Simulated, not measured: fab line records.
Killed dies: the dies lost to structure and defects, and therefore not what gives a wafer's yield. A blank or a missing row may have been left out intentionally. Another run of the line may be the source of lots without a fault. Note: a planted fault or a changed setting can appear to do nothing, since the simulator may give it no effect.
Chamber matching	flow gf180mcu	cmp-01 running GF_V1_CMP_04: 4 sister chambers
The step polishes SiO2. 7 wafers are shown with their chamber, then 7 later ones without.

== WAFERS PAIRED WITH THEIR CHAMBERS ==
wafer	chamber	motorCurrentA (A)	timeToEndpointS (s)
L596.4	3	12.2	89
L603.5	3	11.3	77
L606.2	1	15.0	75
L606.4	2	12.5	88
L606.6	0	12.4	84
L608.3	2	12.0	82
L608.4	1	15.2	78

== WAFERS WHOSE CHAMBER IS MISSING ==
wafer	motorCurrentA (A)	timeToEndpointS (s)
L608.5	12.5	86
L610.2	12.2	75
L610.4	12.6	76
L610.6	15.4	77
L615.2	12.5	81
L615.3	12.8	77
L615.4	15.2	77

== EACH ONE'S CHAMBER ==
wafer	from the rows above	in truth
L608.5	can't be placed: 0 or 2 or 3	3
L610.2	can't be placed: 0 or 3 or 2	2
L610.4	can't be placed: 0 or 2 or 3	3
L610.6	1	1
L615.2	can't be placed: 0 or 2 or 3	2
L615.3	can't be placed: 0 or 2 or 3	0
L615.4	1	1
Correct placement for 2 of the 7. From these rows, 5 cannot be placed; in 5 the true chamber is one of the candidates. Placed wrongly: 0.
How it was worked out, from the rows above alone: a wafer's distance from a chamber is the root of the sum, over the readings, of the square of ((its reading less the chamber's mean) divided by the reading's scatter). If the next closest chamber is less than 2 further off than the closest, the wafer can't be placed; otherwise it belongs to the closest. The mean given for a chamber averages the wafers shown for that chamber. The scatter: take each reading less its chamber's mean, square it, sum over the shown wafers, divide by the number of wafers less the number of chambers, and take the root.
